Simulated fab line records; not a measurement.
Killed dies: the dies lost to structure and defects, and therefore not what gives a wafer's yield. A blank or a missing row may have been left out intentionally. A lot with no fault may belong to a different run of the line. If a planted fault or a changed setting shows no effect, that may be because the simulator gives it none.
Split-lot study    flow gf180mcu    on a route of 602 steps: 5 lots, 23 wafers read

== ABOUT THE SPLIT ==
At GF_M1_SPUTTER_02 (material AlCu, target thk 450 nm, time 23.9 s), the setting power w was moved away from the recipe's 10600 W on 5 of the 23 wafers read, by -8.1% to +8.4%. For the rest of the wafers, this setting stayed at what the recipe calls for.

== FROM THE SPLIT TO THE READING: what the file shows between them, 3 steps ==
- GF_M1_SPUTTER_03: material Ti, target thk 10 nm, time 6.7 s
- GF_M1_SPUTTER_04: material TiN, target thk 50 nm, time 41.7 s
- GF_M1_RS_MEAS_05: measures by four-point-probe

== THE READING ==
M1_ALCU_THK, in nm, at GF_M1_THK_MEAS_06 (measures by xrf). On this fab line, fault-free wafers typically give 443 nm with a standard deviation of 5.1 nm.

wafer   tool, chamber at the split  power w as run, W  against the recipe  M1_ALCU_THK, nm  against lot-mates on the recipe
L074.2  pvd sputter-04, -           10600              recipe              446              -
L074.3  pvd sputter-04, -           10600              recipe              445              -
L074.4  pvd sputter-04, -           10600              recipe              443              -
L074.5  pvd sputter-04, -           10600              recipe              449              -
L074.6  pvd sputter-04, -           10600              recipe              440              -
L076.1  pvd sputter-04, -           10600              recipe              444              -
L076.3  pvd sputter-04, -           10600              recipe              446              -
L076.6  pvd sputter-04, -           10600              recipe              444              -
L077.1  pvd sputter-04, -           9741               -8.1%               407              -30
L077.2  pvd sputter-04, -           10600              recipe              442              -
L077.4  pvd sputter-04, -           9741               -8.1%               405              -32
L077.5  pvd sputter-04, -           9741               -8.1%               406              -32
L077.6  pvd sputter-04, -           10600              recipe              433              -
L079.2  pvd sputter-04, -           11490              +8.4%               484              +35
L079.3  pvd sputter-04, -           10600              recipe              447              -
L079.4  pvd sputter-04, -           10600              recipe              450              -
L079.5  pvd sputter-04, -           10600              recipe              449              -
L079.6  pvd sputter-04, -           11490              +8.4%               491              +42
L083.1  pvd sputter-01, -           10600              recipe              441              -
L083.2  pvd sputter-01, -           10600              recipe              437              -
L083.3  pvd sputter-01, -           10600              recipe              433              -
L083.4  pvd sputter-01, -           10600              recipe              436              -
L083.5  pvd sputter-01, -           10600              recipe              434              -

FIT RESULTS
A straight line over all 23 wafers: M1_ALCU_THK changes by +4.87 nm for each +1% of power w; r = +0.96; the points scatter about the line by 5.4 nm.
The same after taking each lot's own level away (the mean of its wafers on the recipe; 23 wafers): +4.21 nm for each +1%; r = +0.98; scatter 3 nm.
The reading moves by 35 nm for the largest change in power w, on that fit.
From 436.2 to 448.7 nm: that is the span of the lots' own levels, equal to 2.4 times the standard deviation above.
So the slope is not independent of the lot-to-lot level: the two fits are not the same.
Check: +36.2 nm against its lot-mates is what the line predicts for one of the wafers moved furthest among these (+8.4%) when that wafer is left out of the fit. Against them it came out at +35.3 nm.

== OTHER SPLITS APPLIED TO THESE WAFERS ==
These wafers also went through other splits before the reading. Each is held against what the fit with the lots' levels taken away leaves over:
other split on the same wafers             wafers away from the commonest value  r with M1_ALCU_THK (lot level and that fit taken away)
GF_SAB_CVD_00 time s                       8                                     +0.00
GF_SAB_DEVELOP_08 dev temp c               9                                     -0.15
GF_SAB_ETCH_11 bias w                      7                                     -0.21
GF_SALICIDE_SPUTTER_03 time s              5                                     +0.47
GF_CONTACT_CMP_04 leave above ref nm       9                                     -0.21
GF_CONTACT_ETCH_16 ion energy ev           8                                     -0.21
GF_CONTACT_SPUTTER_22 chamber pressure pa  15                                    -0.17

== THE WHOLE CHAIN: every reading that the file lists as answering this split, in the file's order ==
step               what it does                                   reading                                                                        change (the file's fit)                r (the file's)
GF_M1_SPUTTER_02   material AlCu, target thk 450 nm, time 23.9 s  AlCu_of_M1_SPUTTER_02.thk nm (the simulator's own value, which no gauge read)  +4.55 nm for each +1% of the setting   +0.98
GF_M1_RS_MEAS_05   measures by four-point-probe                   M1_ALCU_RS                                                                     -0.000707 for each +1% of the setting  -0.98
GF_M1_THK_MEAS_06  measures by xrf                                M1_ALCU_THK                                                                    +4.28 for each +1% of the setting      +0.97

== FILE'S OWN FIT ==
M1_ALCU_THK changes by +4.28 nm for each +1% of power w, r = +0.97.
